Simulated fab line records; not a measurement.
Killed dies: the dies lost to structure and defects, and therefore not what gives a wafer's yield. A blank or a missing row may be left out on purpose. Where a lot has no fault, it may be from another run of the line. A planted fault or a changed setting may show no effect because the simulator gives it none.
Comparing a struck lot with a sound one ; flow sky130 ; 14 out of 708 route steps
Sound: the wafers L332.3, L332.4, L332.6. Wafers struck: L331.3, L331.4, L331.5. The cause comes at the end.
Per side, at each step with rows, come the tool, then ch with its chambers, and then its first start. Under that, the readings that differ: sound wafers ; struck wafers ; difference of the means ; sigmas: that difference in standard deviations of wafers without a fault.
alike: a reading whose means differ by less than 2 such deviations, as well as words and numbers matching on both sides. not compared: withheld readings; readings where some wafer has no value; bounds like >300 that might hide an equal value; numbers whose values overlap and for which the record gives no deviation.
A row with sigmas, a row that says differs or no value, or rows on one side alone: a step with any of these is where the two part. Numbers that don't overlap but have no deviation are shown without sigmas and don't part them. A reading missing from all wafers of one side parts the sides only when that side holds two or more wafers.

SKY_CONTACT_ETCH_17: etches SiO2 in C4F8/O2/Ar, stops on Si3N4, target depth 340 nm.
  sound on rie diel-02 ch 1,2, day 37 03:20; struck on rie diel-02 ch 2,3, day 36 18:27
  alike: oes product au
SKY_CONTACT_ETCH_18: etches Si3N4 in CHF3/O2, stops on TiN, time 39 s, target depth 75 nm.
  sound: rie diel-02 ch 1,2; struck: rie diel-02 ch 2,3
  alike: drypump motor current A, oes product au, throttle valve pct
  not compared: rf hours counter h
then, 5 steps without rows for these wafers: SKY_CONTACT_STRIP_19 (strips in O2/N2); SKY_CONTACT_STRIP_20 (strips in post etch residue remover, time 1200 s); SKY_CONTACT_CLEAN_21 (cleans in IPA, time 180 s); SKY_CONTACT_CLEAN_22 (cleans in O3/DIW); SKY_CONTACT_SPUTTER_23 (material TiN, target thk 20 nm, time 80 s).
SKY_CONTACT_CVD_24: deposits W, target thk 340 nm, time 102.12 s.
  sound on cvd w-02 ch 0,1, day 37 04:11; struck on cvd w-01 ch 0,1, day 36 19:14
  alike: heater power w
SKY_CONTACT_RS_MEAS_25: uses a four-point probe to measure.
  sound on film metro-03, day 37 04:17; struck on film metro-03, day 36 19:21
  alike: CONTACT_W_RS
SKY_CONTACT_THK_MEAS_26: measures by xrf.
  sound on film metro-03, day 37 04:23; struck on film metro-03, day 36 19:27
  alike: CONTACT_W_THK
SKY_CONTACT_CMP_27: polishes, stops on SiO2, t overpolish 15 s, target thk 0 nm.
  sound on cmp-02 ch 0,1, day 37 04:26; struck on cmp-02 ch 0,2,3, day 36 19:35
  alike: motor current A, overpolish run s, time to endpoint s
then, 1 step without rows for these wafers: SKY_METAL1_SPUTTER_00 (material Ti, target thk 15 nm, time 10 s).
SKY_METAL1_SPUTTER_01: material TiN, target thk 20 nm, time 16.7 s.
  sound on pvd sputter-01, day 37 04:45; struck on pvd sputter-02, day 36 19:49
  no value came back on the struck wafers for cathode dc power W (W), chamber pressure pa (Pa), throttle valve pct (%); on the sound wafers cathode dc power W (W) reads 6500.3 6500.3 6499.6
SKY_METAL1_SPUTTER_02: material AlCu, target thk 250 nm, time 13.3 s.
  sound on pvd sputter-01, day 37 04:47; struck on pvd sputter-02, day 36 19:50
  alike: cathode dc power W, chamber pressure pa, throttle valve pct

WHERE THEY PART
Within this record, at SKY_METAL1_SPUTTER_01 only. Later steps at which nothing parts them and some readings are alike: SKY_METAL1_SPUTTER_02.

WHY: what had been put in by the simulator
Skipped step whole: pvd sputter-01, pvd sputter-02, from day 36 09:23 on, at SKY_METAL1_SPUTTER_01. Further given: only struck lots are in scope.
